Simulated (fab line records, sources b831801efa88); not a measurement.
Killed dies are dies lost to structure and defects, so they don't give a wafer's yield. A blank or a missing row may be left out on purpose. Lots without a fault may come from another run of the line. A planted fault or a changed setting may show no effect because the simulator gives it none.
Chamber matching | flow sky130 | SKY_VIA3_CMP_02 on cmp-01: 4 sister chambers
The step polishes SiO2. 8 wafers are shown with their chamber, then 12 later ones without.

WAFERS WITH THEIR CHAMBER
wafer  | chamber | motor_current_A (A) | head_pressure_psi (psi)
L077.4 | 3       | 10.4                | 3.992
L078.5 | 3       | 10.4                | 3.998
L083.1 | 0       | 14.3                | 4.003
L083.2 | 2       | 10.8                | 4.001
L083.5 | 0       | 13.9                | 3.995
L086.2 | 1       | 11.2                | 3.992
L086.4 | 2       | 11.1                | 3.989
L086.6 | 1       | 11.3                | 3.998

WAFERS WITHOUT THEIR CHAMBER
wafer  | motor_current_A (A) | head_pressure_psi (psi)
L088.1 | 10.9                | 4.000
L088.3 | 14.1                | 3.989
L088.6 | 11.5                | 3.990
L090.1 | 10.5                | 4.017
L090.3 | 10.1                | 4.005
L090.4 | 11.3                | 4.005
L091.3 | 11.3                | 4.014
L091.5 | 11.5                | 4.003
L091.6 | 11.5                | 4.008
L096.1 | 10.8                | 3.984
L096.3 | 14.2                | 4.007
L096.4 | 10.7                | 4.004

WHICH CHAMBER EACH WENT THROUGH
wafer  | from the rows above          | in truth
L088.1 | can't be placed: 2 or 1      | 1
L088.3 | 0                            | 0
L088.6 | can't be placed: 1 or 2      | 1
L090.1 | can't be placed: 3 or 2 or 1 | 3
L090.3 | 3                            | 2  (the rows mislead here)
L090.4 | can't be placed: 1 or 2      | 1
L091.3 | can't be placed: 1 or 2      | 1
L091.5 | can't be placed: 1 or 2      | 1
L091.6 | can't be placed: 1 or 2      | 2
L096.1 | can't be placed: 2 or 3 or 1 | 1
L096.3 | 0                            | 0
L096.4 | can't be placed: 2 or 3 or 1 | 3
Placed correctly: 2 of 12. Can't be placed from these rows: 9 (the true chamber is among the candidates in 9). Placed wrongly: 1.
How it was worked out, from the rows above alone: a wafer's distance from a chamber is the root of the sum, over the readings, of the square of ((its reading less the chamber's mean) divided by the reading's scatter). The wafer belongs to the nearest chamber; if the next one is less than 2 further off, it can't be placed. A chamber's mean is the mean of its shown wafers. The scatter: the root of (the sum of the squares of (reading less its chamber's mean) over the shown wafers, divided by (wafers less chambers)).
